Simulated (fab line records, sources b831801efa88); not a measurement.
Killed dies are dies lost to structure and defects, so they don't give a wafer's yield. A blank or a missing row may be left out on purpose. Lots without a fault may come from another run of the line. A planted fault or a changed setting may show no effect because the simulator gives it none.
Chamber matching | flow gf180mcu | GF_V1_ETCH_16 on rie_diel-01: 4 sister chambers
The step etches BARC in N2/H2. 4 wafers are shown with their chamber, then 10 later ones without.

WAFERS WITH THEIR CHAMBER
wafer  | chamber | drypump_motor_current_A (A)
L089.1 | 0       | 6.3
L089.6 | 2       | 5.7
L090.1 | 1       | 5.2
L090.2 | 3       | 5.9

WAFERS WITHOUT THEIR CHAMBER
wafer  | drypump_motor_current_A (A)
L090.5 | 5.2
L091.2 | 6.3
L091.5 | 5.2
L091.6 | 5.7
L092.3 | 6.3
L092.5 | 5.7
L092.6 | 5.8
L093.1 | 5.7
L093.3 | 5.2
L093.4 | 6.3

WHICH CHAMBER EACH WENT THROUGH
wafer  | from the rows above     | in truth
L090.5 | 1                       | 1
L091.2 | 0                       | 0
L091.5 | 1                       | 1
L091.6 | 2                       | 2
L092.3 | 0                       | 0
L092.5 | 2                       | 2
L092.6 | can't be placed: 2 or 3 | 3
L093.1 | 2                       | 2
L093.3 | 1                       | 1
L093.4 | 0                       | 0
Placed correctly: 9 of 10. Can't be placed from these rows: 1 (the true chamber is among the candidates in 1). Placed wrongly: 0.
How it was worked out, from the rows above alone: a wafer's distance from a chamber is the root of the sum, over the readings, of the square of ((its reading less the chamber's mean) divided by the reading's scatter). The wafer belongs to the nearest chamber; if the next one is less than 2 further off, it can't be placed. A chamber's mean is the mean of its shown wafers. The scatter: with one shown wafer a chamber, the root of the mean of the squares of how far each hidden wafer lies from its nearest shown one.
